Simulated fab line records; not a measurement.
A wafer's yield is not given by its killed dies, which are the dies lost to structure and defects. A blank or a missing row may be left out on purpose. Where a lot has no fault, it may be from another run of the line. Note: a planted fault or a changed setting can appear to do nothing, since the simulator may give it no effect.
fab line records ; flow sky130
record: lots: 6; wafers: 16; lastDay: 50
route steps=708 shown METAL5@679 PASSIVATION@681 PAD_OPEN@708
lots untouched by any fault: they come from a run of this same line in which no faults occurred
startH: hours from the record's first day to the start of the lot's first wafer shown ; waitH: hours from the lot's prior step to this one ; " unchanged from the row above ; L1.1+2: one row covering several wafers at once ; - value missing, or start not given ; * or withheld: withheld ; < > ~ a bound
route shown NAME@n: names a module that has steps shown in the file, with the first one's number in the route ; usual: average and standard deviation across the fault-free wafers ; same: alike in all rows ; chamber/n: place in a boat ; sites: each site's reading ; _std_site: standard deviation across them ; _edge_site: inner sites' mean taken away from outer sites' mean ; radiusMm: for every site, how far away it sits from the centre of the wafer ; mask NAME#n: copy n ; behind: tool/chamber where the wafer was last shaped ; hold: what put the lot on hold/how long, in hours/how the hold closed ; device: transistor that didn't switch, given as n, p or np ; end of line: the same wafers' tests at the end of the route ; where a step has no rows: the recipe by itself ; killed: at the first sort, the dies lost to defects and structure; wafer yield is something else ; map: a wafer's dies, marking killed ones x, the rest . and places with no die _
set.NAME: the run value of the setting; set.NAME@STEP: its run value at that earlier step ; model.NAME: the simulator's own value behind a step, which no gauge read
lots at some steps of the route; a table a step, a row a wafer
services: a tool's chamber out of use, with start hour (startH, from the record's first day; less than 0 if before it), hours out, and reason
== steps ==
step: SKY_METAL5_CLEAN_18
recipe: chemistry: IPA; timeS: 180; tempC: 25
step: SKY_METAL5_CLEAN_19
recipe: chemistry: O3/DIW; dry: n2Spin
step: SKY_PASSIVATION_CVD_00
recipe: material: SiO2; targetThkNm: 90; tempC: 400; timeS: withheld; rfW: 600
usual: heaterPowerW: 665/91
lot.wafer;tool;chamber;startH;waitH;heaterPowerW
L660.1;pecvd-04;2;1047.94;0.0;636
L660.2;pecvd-04;0;1047.94;0.0;607
L660.6;pecvd-04;2;1047.94;0.0;640
L662.1;pecvd-02;1;1061.46;0.0;596
L662.3;pecvd-02;2;1061.46;0.0;596
L662.4;pecvd-02;1;1061.46;0.0;602
L668.2;pecvd-04;2;1107.37;0.0;728
L668.6;pecvd-04;1;1107.37;0.0;737
L671.3;pecvd-03;1;1122.00;0.0;828
L671.5;pecvd-03;2;1122.00;0.0;491
L676.2;pecvd-02;1;1145.62;0.0;617
L676.4;pecvd-02;1;1145.62;0.0;631
L676.5;pecvd-02;2;1145.62;0.0;563
L677.1;pecvd-02;2;1152.38;0.0;516
L677.3;pecvd-02;0;1152.38;0.0;815
L677.5;pecvd-02;1;1152.38;0.0;530
step: SKY_PASSIVATION_THK_MEAS_01
recipe: reads: SiO2_of_PASSIVATION_CVD_00
usual: PASSIVATION_CVD_00_THK: 90.4/1.3
lot.wafer;tool;chamber;startH;waitH;PASSIVATION_CVD_00_THK[nm]
L660.1;filmMetro-02;-;1047.96;-;90.9
L660.2;filmMetro-02;-;1047.96;-;91.2
L660.6;filmMetro-02;-;1047.96;-;91.6
L662.1;filmMetro-04;-;1061.49;-;88.0
L662.3;filmMetro-04;-;1061.49;-;90.7
L662.4;filmMetro-04;-;1061.49;-;89.7
L668.2;filmMetro-01;-;1107.40;-;92.4
L668.6;filmMetro-01;-;1107.40;-;92.3
L671.3;filmMetro-04;-;1122.04;-;89.1
L671.5;filmMetro-04;-;1122.04;-;90.5
L676.2;filmMetro-01;-;1145.65;-;90.1
L676.4;filmMetro-01;-;1145.65;-;90.8
L676.5;filmMetro-01;-;1145.65;-;92.3
L677.1;filmMetro-04;-;1152.40;-;91.1
L677.3;filmMetro-04;-;1152.40;-;91.0
L677.5;filmMetro-04;-;1152.40;-;93.0
step: SKY_PASSIVATION_CVD_02
recipe: material: Si3N4; targetThkNm: 540; tempC: 400; timeS: withheld; rfW: 450
usual: heaterPowerW: 710/120
lot.wafer;tool;chamber;startH;waitH;heaterPowerW
L660.1;pecvd-02;1;1048.02;0.1;686
L660.2;pecvd-02;2;1048.02;0.1;583
L660.6;pecvd-02;2;1048.02;0.1;627
L662.1;pecvd-04;1;1061.55;0.1;671
L662.3;pecvd-04;2;1061.55;0.1;815
L662.4;pecvd-04;0;1061.55;0.1;666
L668.2;pecvd-03;1;1107.45;0.0;958
L668.6;pecvd-03;2;1107.45;0.0;591
L671.3;pecvd-04;0;1122.19;0.1;571
L671.5;pecvd-04;0;1122.19;0.1;626
L676.2;pecvd-03;0;1145.70;0.0;725
L676.4;pecvd-03;1;1145.70;0.0;987
L676.5;pecvd-03;0;1145.70;0.0;743
L677.1;pecvd-03;2;1152.46;0.1;633
L677.3;pecvd-03;1;1152.46;0.1;970
L677.5;pecvd-03;0;1152.46;0.1;606
step: SKY_PASSIVATION_THK_MEAS_03
recipe: reads: Si3N4_of_PASSIVATION_CVD_02
usual: PASSIVATION_CVD_02_THK: 539/6.3
lot.wafer;tool;chamber;startH;waitH;PASSIVATION_CVD_02_THK[nm]
L660.1;filmMetro-01;-;1048.25;-;539
L660.2;filmMetro-01;-;1048.25;-;533
L660.6;filmMetro-01;-;1048.25;-;541
L662.1;filmMetro-02;-;1061.78;-;533
L662.3;filmMetro-02;-;1061.78;-;537
L662.4;filmMetro-02;-;1061.78;-;544
L668.2;filmMetro-01;-;1107.69;-;526
L668.6;filmMetro-01;-;1107.69;-;538
L671.3;filmMetro-01;-;1122.44;-;552
L671.5;filmMetro-01;-;1122.44;-;546
L676.2;filmMetro-02;-;1145.94;-;535
L676.4;filmMetro-02;-;1145.94;-;546
L676.5;filmMetro-02;-;1145.94;-;540
L677.1;filmMetro-02;-;1152.69;-;527
L677.3;filmMetro-02;-;1152.69;-;534
L677.5;filmMetro-02;-;1152.69;-;545
step: SKY_PASSIVATION_DEHYDRATE_04
recipe: tempC: 200; timeS: 60
step: SKY_PASSIVATION_HMDS_05
recipe: primeTimeS: 60; primeTempC: 120
step: SKY_PASSIVATION_COAT_06
recipe: spinRpm: 2000; resistThkNm: 3000
step: SKY_PASSIVATION_SOFTBAKE_07
recipe: tempC: 110; timeS: withheld
step: SKY_PASSIVATION_EXPOSE_08
recipe: maskId: NSM; targetCdNm: 3000; na: 0.57; doseMj: 260
step: SKY_PASSIVATION_PEB_09
recipe: tempC: 115; timeS: withheld
step: SKY_PASSIVATION_DEVELOP_10
recipe: developTimeS: 60; devTempC: 23
lot.wafer;tool;chamber;startH;waitH
L660.1+2+6;lithoTrack-02;0;1069;-
L662.1+3+4;lithoTrack-03;0;1082;-
L668.2+6;lithoTrack-03;0;1126;-
L671.3+5;lithoTrack-03;0;1140;-
L676.2+4+5;lithoTrack-02;0;1163;-
L677.1+3+5;lithoTrack-04;0;1169;-
step: SKY_PASSIVATION_ETCH_11
recipe: chemistry: CF4/O2; targetDepthNm: 725; stopOn: AlCu; sourceW: 800; biasW: 150; pressureMtorr: 150; cf4FlowSccm: 80; O2_flow_sccm: 10; timeS: 161.1
usual: drypumpMotorCurrentA: 5.8/0.38; oesProductAu: 0.978/0.0066; throttleValvePct: 5.964/0.0091
lot.wafer;tool;chamber;startH;waitH;drypumpMotorCurrentA;oesProductAu;rfHoursCounterH;throttleValvePct;model.PASSIVATION.cdNm
L660.1;rieDiel-03;2;1069.46;-;5.8;0.972;21;5.959;2992
L660.2;rieDiel-03;1;1069.46;-;5.6;0.970;20;5.971;2993
L660.6;rieDiel-03;3;1069.46;-;6.0;0.983;-;5.966;2995
L662.1;rieDiel-04;0;1082.72;-;5.8;0.978;8;5.946;2984
L662.3;rieDiel-04;2;1082.72;-;6.3;0.963;2;5.975;2987
L662.4;rieDiel-04;3;1082.72;-;5.6;0.975;14;5.972;2983
L668.2;rieDiel-04;1;1126.32;-;6.3;0.965;11;5.957;3014
L668.6;rieDiel-04;1;1126.32;-;6.3;0.979;-;5.967;2985
L671.3;rieDiel-02;0;1140.67;-;6.1;0.982;22;5.961;2995
L671.5;rieDiel-02;0;1140.67;-;6.0;0.985;-;5.950;3014
L676.2;rieDiel-04;2;1163.56;-;6.3;0.977;4;5.956;2983
L676.4;rieDiel-04;0;1163.56;-;5.8;0.985;10;5.970;2983
L676.5;rieDiel-04;0;1163.56;-;5.8;0.981;-;5.951;2982
L677.1;rieDiel-02;0;1169.84;-;6.0;0.968;23;5.956;2993
L677.3;rieDiel-02;2;1169.84;-;5.2;0.978;19;5.950;2989
L677.5;rieDiel-02;1;1169.84;-;5.7;0.990;-;5.982;2986
step: SKY_PASSIVATION_STRIP_12
recipe: chemistry: O2/N2; powerW: 1400; pressureMtorr: 1500; platenTempC: withheld; overashFraction: 0.7; o2FlowSccm: 3000; n2FlowSccm: 300
usual: drypumpMotorCurrentA: 5.36/0.3; oesProductAu: 0.661/0.0046; stripTimeToEndpointS: 31.50/0.11
lot.wafer;tool;chamber;startH;waitH;drypumpMotorCurrentA;oesProductAu;rfHoursCounterH;stripTimeToEndpointS
L660.1;plasmaAsher-01;1;1069.57;0.1;5.46;0.660;33;31.44
L660.2;plasmaAsher-01;0;1069.57;0.1;5.08;0.657;33;31.35
L660.6;plasmaAsher-01;1;1069.57;0.1;5.44;0.664;-;31.41
L662.1;plasmaAsher-03;1;1082.83;0.1;4.85;0.663;91;31.47
L662.3;plasmaAsher-03;1;1082.83;0.1;4.86;0.659;-;31.60
L662.4;plasmaAsher-03;0;1082.83;0.1;5.27;0.660;-;31.46
L668.2;plasmaAsher-01;1;1126.43;0.1;5.46;0.661;40;31.32
L668.6;plasmaAsher-01;0;1126.43;0.1;5.10;0.655;-;31.27
L671.3;plasmaAsher-01;1;1140.81;0.1;5.46;0.655;-;31.54
L671.5;plasmaAsher-01;0;1140.81;0.1;5.08;0.660;-;31.41
L676.2;plasmaAsher-02;0;1163.67;0.1;5.70;0.661;9;31.53
L676.4;plasmaAsher-02;0;1163.67;0.1;5.71;0.661;-;31.40
L676.5;plasmaAsher-02;0;1163.67;0.1;5.72;0.656;-;31.42
L677.1;plasmaAsher-01;1;1169.94;0.1;5.44;0.667;44;31.31
L677.3;plasmaAsher-01;1;1169.94;0.1;5.44;0.666;-;31.47
L677.5;plasmaAsher-01;0;1169.94;0.1;5.08;0.655;-;31.24
step: SKY_PAD_OPEN_PROBE_99
usual: defectLimitedYield: 82.4/2; killed_at_M0_to_M3: 44/6.5; killed_at_M4_up: 3.3/1.7; killedAtContacts: 25/5.3; killedAtFrontEnd: 15/5; killedAtOther: 0.2/0.47; killedDies: 87/9.9; killedOnRim: 17/3.8; killedOpen: 47/8; killedShort: 39/6.1; sort_bin_3_pad_short: 0.9/0.43; sort_bin_5_function: 10.4/1.5; sort_bin_6_memory: 6.2/1.2; sortNPass: 405/9.9; sortYieldPct: 82.4/2
same: grossDies: 492; killedAtBackSide: 0; sort_bin_4_leakage[%]: 0; sort_bin_8_speed[%]: 0
lot.wafer;tool;chamber;startH;waitH;defectLimitedYield[%];killed_at_M0_to_M3;killed_at_M4_up;killedAtContacts;killedAtFrontEnd;killedAtOther;killedDies;killedOnRim;killedOpen;killedShort;sort_bin_3_pad_short[%];sort_bin_5_function[%];sort_bin_6_memory[%];sortNPass;sortYieldPct[%]
L671.3;prober-01;-;1161.78;0.2;81.9;49;3;29;8;0;89;12;44;45;1.6;9.3;7.1;403;81.9
L671.5;prober-01;-;1161.88;0.2;82.5;42;5;21;18;0;86;15;52;34;0.6;11.0;5.9;406;82.5
L676.2;prober-02;-;1182.82;0.1;84.3;36;6;21;14;0;77;13;35;42;1.0;10.0;4.7;415;84.3
L676.4;prober-02;-;1182.92;0.2;82.9;38;4;27;15;0;84;9;45;39;0.2;9.8;7.1;408;82.9
L676.5;prober-02;-;1182.97;0.2;82.5;42;4;21;18;1;86;17;44;42;0.8;10.6;6.1;406;82.5
L677.1;prober-01;-;1188.82;0.1;82.7;45;2;20;18;0;85;22;49;36;0.8;8.9;7.5;407;82.7
L677.3;prober-01;-;1188.92;0.2;86.2;34;3;16;13;2;68;11;38;30;0.6;7.5;5.7;424;86.2
L677.5;prober-01;-;1189.02;0.2;82.7;37;2;31;14;1;85;10;47;38;0.4;11.2;5.7;407;82.7
killed by level:class
L671.3 VIA1:geometricParticle:open=13 CONTACT:geometricParticle:open=10 LI_CONTACT:geometricParticle:open=7 CONTACT:geometricParticle:short=7 METAL1:geometricParticle:short=7 VIA1:geometricParticle:short=6 FIELD_ISO:geometricParticle:short=5 VIA2:geometricParticle:open=5
L671.5 CONTACT:geometricParticle:open=13 VIA1:geometricParticle:open=11 VIA3:geometricParticle:open=8 FIELD_ISO:geometricParticle:short=6 VIA2:geometricParticle:open=6 VIA3:geometricParticle:short=4 FIELD_ISO:geometricParticle:open=3 POLY_GATE:geometricParticle:open=3
L676.2 CONTACT:geometricParticle:open=8 VIA1:geometricParticle:open=6 FIELD_ISO:geometricParticle:short=5 VIA2:geometricParticle:short=5 VIA1:geometricParticle:short=5 VIA3:geometricParticle:open=5 LI_CONTACT:geometricParticle:open=4 METAL1:geometricParticle:short=4
L676.4 CONTACT:geometricParticle:open=11 LI_CONTACT:geometricParticle:open=8 METAL2:geometricParticle:short=8 VIA1:geometricParticle:open=6 CONTACT:geometricParticle:short=5 VIA2:geometricParticle:open=5 FIELD_ISO:geometricParticle:short=4 POLY_GATE:geometricParticle:open=4
L676.5 CONTACT:geometricParticle:open=9 VIA2:geometricParticle:open=8 VIA1:geometricParticle:short=7 VIA3:geometricParticle:open=7 VIA1:geometricParticle:open=6 FIELD_ISO:geometricParticle:short=5 LOCAL_INTERCONNECT:geometricParticle:short=5 FIELD_ISO:geometricParticle:open=4
L677.1 VIA1:geometricParticle:open=10 CONTACT:geometricParticle:open=7 VIA2:geometricParticle:open=7 VIA3:geometricParticle:open=6 FIELD_ISO:geometricParticle:short=5 LI_CONTACT:geometricParticle:open=5 METAL1:geometricParticle:short=5 VIA2:geometricParticle:short=5
L677.3 VIA1:geometricParticle:open=9 CONTACT:geometricParticle:open=6 VIA3:geometricParticle:open=6 FIELD_ISO:geometricParticle:open=5 VIA2:geometricParticle:open=4 METAL3:geometricParticle:short=4 FIELD_ISO:geometricParticle:short=3 POLY_GATE:geometricParticle:short=3
L677.5 CONTACT:geometricParticle:open=14 VIA1:geometricParticle:open=8 METAL2:geometricParticle:short=6 LI_CONTACT:geometricParticle:open=5 VIA3:geometricParticle:open=5 METAL3:geometricParticle:short=5 VIA2:geometricParticle:open=5 FIELD_ISO:geometricParticle:open=4
== services ==
tool;chamber;startH;hours;kind
rieDiel-03;1;1035.06;9.0;repair
pecvd-03;-;1036.67;1.6;repair
plasmaAsher-02;-;1055.25;9.0;pm
pecvd-02;0;1061.38;2.1;scheduledDown
plasmaAsher-03;-;1065.66;5.3;pm
pecvd-03;0;1075.16;4.4;repair
pecvd-04;-;1078.56;1.3;repair
pecvd-03;-;1083.84;0.6;repair
rieDiel-04;2;1087.51;7.2;repair
plasmaAsher-02;-;1104.68;3.3;repair
rieDiel-04;0;1105.99;6.7;repair
rieDiel-02;3;1109.43;8.3;repair
rieDiel-03;-;1109.44;2.8;pm
pecvd-02;1;1114.41;16.5;scheduledDown
plasmaAsher-02;-;1115.64;13.1;repair
pecvd-04;2;1116.85;5.5;scheduledDown
rieDiel-02;0;1117.31;4.1;repair
plasmaAsher-01;-;1126.64;1.4;repair
rieDiel-02;-;1131.85;1.2;repair
plasmaAsher-03;-;1132.75;1.9;repair
plasmaAsher-01;-;1134.99;2.8;pm
rieDiel-03;1;1145.02;1.2;repair
rieDiel-02;0;1163.95;1.4;repair
rieDiel-03;0;1169.50;8.7;repair
== key ==
firstSign none at tools or gauges
modelEffect: step: SKY_PASSIVATION_ETCH_11; value: PASSIVATION.cdNm; without: 2992; struck: 3014
metAt SKY_PASSIVATION_DEVELOP_10
struckWafers L668.2,L671.5
onsetBetween 1082 1126
fault: kind: processParameterDrift; tool: lithoTrack-03; chamber: -; onsetH: 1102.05; steps: SKY_PASSIVATION_DEVELOP_10; channel: developTimeS; offset: *; shape: step; endH: 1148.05; scope: struckWafersOnly; actsIn: *; stated: *
